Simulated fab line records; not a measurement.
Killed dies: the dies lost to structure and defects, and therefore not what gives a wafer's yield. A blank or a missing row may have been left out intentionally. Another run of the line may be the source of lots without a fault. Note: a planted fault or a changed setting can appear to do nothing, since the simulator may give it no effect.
Chamber matching || flow gf180mcu || 4 sister chambers for GF_V5_CMP_04 on cmp-02
The step polishes SiO2. 8 wafers are shown with their chamber, then 9 later ones without.

== WAFERS WITH THEIR CHAMBER ==
{"wafer": "L491.2", "chamber": 1, "motorCurrentA (A)": 11.5}
{"wafer": "L492.6", "chamber": 1, "motorCurrentA (A)": 11.3}
{"wafer": "L500.1", "chamber": 3, "motorCurrentA (A)": 12.9}
{"wafer": "L500.2", "chamber": 2, "motorCurrentA (A)": 10.1}
{"wafer": "L500.4", "chamber": 0, "motorCurrentA (A)": 12.0}
{"wafer": "L505.3", "chamber": 0, "motorCurrentA (A)": 12.3}
{"wafer": "L505.4", "chamber": 3, "motorCurrentA (A)": 12.0}
{"wafer": "L505.5", "chamber": 2, "motorCurrentA (A)": 10.4}

== WAFERS WHOSE CHAMBER IS MISSING ==
{"wafer": "L506.3", "motorCurrentA (A)": 12.8}
{"wafer": "L506.4", "motorCurrentA (A)": 11.9}
{"wafer": "L506.5", "motorCurrentA (A)": 12.0}
{"wafer": "L511.1", "motorCurrentA (A)": 12.5}
{"wafer": "L511.2", "motorCurrentA (A)": 9.8}
{"wafer": "L511.6", "motorCurrentA (A)": 12.9}
{"wafer": "L512.2", "motorCurrentA (A)": 12.6}
{"wafer": "L512.4", "motorCurrentA (A)": 12.1}
{"wafer": "L512.5", "motorCurrentA (A)": 10.2}

== WHICH CHAMBER EACH WENT THROUGH ==
{"wafer": "L506.3", "from the rows above": "can't be placed: 3 or 0", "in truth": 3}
{"wafer": "L506.4", "from the rows above": "can't be placed: 0 or 1 or 3", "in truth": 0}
{"wafer": "L506.5", "from the rows above": "can't be placed: 0 or 3 or 1", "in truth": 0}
{"wafer": "L511.1", "from the rows above": "can't be placed: 3 or 0", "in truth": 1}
{"wafer": "L511.2", "from the rows above": 2, "in truth": 2}
{"wafer": "L511.6", "from the rows above": "can't be placed: 3 or 0", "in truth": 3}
{"wafer": "L512.2", "from the rows above": "can't be placed: 3 or 0", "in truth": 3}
{"wafer": "L512.4", "from the rows above": "can't be placed: 0 or 3 or 1", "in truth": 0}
{"wafer": "L512.5", "from the rows above": 2, "in truth": 2}
2 of 9 placed correctly. From these rows, 7 cannot be placed; in 6 the true chamber is one of the candidates. Placed wrongly: 0.
How it was worked out, from the rows above alone: a wafer's distance from a chamber is the root of the sum, over the readings, of the square of ((its reading less the chamber's mean) divided by the reading's scatter). The wafer belongs to the nearest chamber; if the next one is less than 2 further off, it can't be placed. The mean given for a chamber averages the wafers shown for that chamber. How the scatter is found: for the shown wafers, subtract from each reading the mean of its chamber, square and add these, divide the total by (wafers less chambers), then take the root.
